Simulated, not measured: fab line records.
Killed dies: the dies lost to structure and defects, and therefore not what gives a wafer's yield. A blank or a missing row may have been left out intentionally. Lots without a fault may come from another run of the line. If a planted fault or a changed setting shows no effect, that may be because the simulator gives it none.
8D (eight disciplines) problem report, filled in by code | flow sfqLine | the parts of the form that need people (team, actions taken, sign-off) are left out

1. THE PROBLEM
At SFQ_TRILAYER_I2_VIA_BARC_OPEN_VIA_ETCH_096, chamberPressureMTorr averages 24.000 mTorr over 2 wafers from 2 lots, while fault-free wafers read 30.001 mTorr, standard deviation 0.025. That is -99 or more standard deviations from the usual mean.
The step: etches BARC in O2, target depth 125 nm, time 41.7 s.
First seen on wafer L380.2, day 26 17:46, on rieDiel-04. Wafers with a number at this step in the record: 42, from 14 lots. The rule behind "out" and "out of limits": a value lying over 4 standard deviations away from the usual mean. Any other wafer with a number is counted as sound.

2. WHAT IT IS, AND WHAT IT ISN'T
question                    | is                   | is not
which readings at this step | chamberPressureMTorr | drypumpMotorCurrentA, oesProductAu
which lots                  | L380, L381           | L372, L374, L376, L377, L378, L379, L385, L390, L391, L392, L394, L395
which wafers of those lots  | L380.2, L381.5       | L380.3, L380.4, L381.2, L381.4
read on which tools         | rieDiel-04           | rieDiel-01, rieDiel-03
when                        | from day 26 17:46    | up to then (20 sound wafers); but 20 sound wafers of L381, L385, L390, L391, L392, L394, L395 came after

3. THE SUSPECTS, EACH WITH WHAT RULES IT OUT
Counting: if a tool at a process step up to the reading ran every lot that is out, it stays a suspect. Sound lots after the first of them don't rule it out here, since some wafers of a struck lot are sound.
- rieDiel-04 at SFQ_TRILAYER_I2_VIA_BARC_OPEN_VIA_ETCH_096 (etches BARC in O2, target depth 125 nm, time 41.7 s): kept. It ran every lot that is out, first L380 (day 26 17:46); its last sound lot up to then is L379 (day 26 05:46). Out on those wafers are its own readings of chamberPressureMTorr.
- rieDiel-04, SFQ_TRILAYER_I2_VIA_BARC_OPEN_VIA_ETCH_096: wafers that are out in chamber 2, sound lot-mates in chambers 0, 1.
Remaining after the count: rieDiel-04 at SFQ_TRILAYER_I2_VIA_BARC_OPEN_VIA_ETCH_096.

4. THE CAUSE (what the simulator had put in)
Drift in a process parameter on rieDiel-04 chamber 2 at SFQ_TRILAYER_I2_VIA_BARC_OPEN_VIA_ETCH_096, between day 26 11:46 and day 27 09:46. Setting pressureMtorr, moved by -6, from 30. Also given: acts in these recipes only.
Counting left only this tool.

5. THE CHAIN OF EFFECTS, in route order
Rows list readings where the struck wafers' mean (over those with a number) sits beyond 3 standard deviations from the usual. Readings are gone through only where the record gives a usual standard deviation; hours: the median, over the lots, of the time from a lot's start at the first step in this table giving one to that lot's start at this step; sigmas: the change measured in usual standard deviations.
hours | step                                       | reading              | usual        | on struck wafers | change | sigmas
0     | SFQ_TRILAYER_I2_VIA_BARC_OPEN_VIA_ETCH_096 | chamberPressureMTorr | 30.001 mTorr | 24.000           | -6.001 | -99 or more
Its process steps:
- SFQ_TRILAYER_I2_VIA_BARC_OPEN_VIA_ETCH_096: etches BARC in O2, target depth 125 nm, time 41.7 s.

6. HOW IT WOULD HAVE BEEN CAUGHT EARLIER
6 hours passed between the start of the fault at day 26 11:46 and the first reading out of limits in this record, taken at day 26 17:46.
